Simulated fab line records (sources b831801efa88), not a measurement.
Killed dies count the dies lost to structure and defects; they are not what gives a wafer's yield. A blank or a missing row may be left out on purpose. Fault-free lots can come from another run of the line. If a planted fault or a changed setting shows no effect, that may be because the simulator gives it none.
Which of the tools did it?	flow gf180mcu	11 lots with 33 wafers sampled at 2 steps, on a route of 602 steps

## WHAT EACH GAUGE READ, for each wafer
GF_STI_THK_MEAS_04.
lot	measured	on	STI_CVD_03_THK (nm)
L444	day 1 14:34	film_metro-01	207.8 208.2 205.6
L445	day 1 20:10	film_metro-01	207.8 206.6 207.1
L447	day 2 06:53	film_metro-04	206.0 208.3 207.7
L450	day 2 21:29	film_metro-04	204.6 205.8 204.8
L452	day 3 06:19	film_metro-01	206.2 208.2 205.5
L456	day 4 01:43	film_metro-01	207.3 206.5 207.6
L461	day 5 03:58	film_metro-01	233.3 234.2 234.4
L462	day 5 08:17	film_metro-02	233.7 233.8 234.1
L465	day 5 22:34	film_metro-02	207.3 208.9 207.3
L466	day 6 03:37	film_metro-01	206.7 206.1 205.1
L467	day 6 08:35	film_metro-01	202.4 204.3 202.0

## TOOL THAT RAN EACH LOT (tool first, then ch and the chambers of the sampled wafers, then the start)
lot	GF_STI_CVD_03
L444	lpcvd-02 ch 1, day 1 11:34
L445	lpcvd-01 ch 0, day 1 17:10
L447	lpcvd-02 ch 1, day 2 04:55
L450	lpcvd-02 ch 1, day 2 19:29
L452	lpcvd-02 ch 0, day 3 04:20
L456	lpcvd-01 ch 1, day 3 23:41
L461	lpcvd-01 ch 0, day 5 01:58
L462	lpcvd-01 ch 0, day 5 06:18
L465	lpcvd-01 ch 1, day 5 20:34
L466	lpcvd-02 ch 0, day 6 01:37
L467	lpcvd-02 ch 1, day 6 06:34
- GF_STI_CVD_03: deposits Si3N4 from DCS/NH3, target thk 207.16 nm, time 3551 s.

## THE ANSWER, worked out from the rows above alone
Rule: what is usual is taken from the lots themselves. The widest of any qualifying gaps counts: lots, ordered by their means at a reading, are off when they make up no more than a third of the lots, leave a main group of 4 or more, and stand apart from it by 3 or more times the standard deviation of that group's means. A main group whose means are all the same, to the digits that the tables above print for the reading, isn't used. A lot without any number at a reading at which 4 lots or more have one is off too. Where the step has rows for the other lots, those lots are counted as sound.
Off: L461, L462, at GF_STI_THK_MEAS_04 (STI_CVD_03_THK). The main group: mean 206.4 nm, standard deviation 1.5.
If a tool, at a process step before that reading, ran all the lots that are off and no sound lot after the first of them, it fits. Those tools and the gauges at GF_STI_THK_MEAS_04 are tried in the same way. None of those tried fits.

## WHAT THE SIMULATOR PUT IN
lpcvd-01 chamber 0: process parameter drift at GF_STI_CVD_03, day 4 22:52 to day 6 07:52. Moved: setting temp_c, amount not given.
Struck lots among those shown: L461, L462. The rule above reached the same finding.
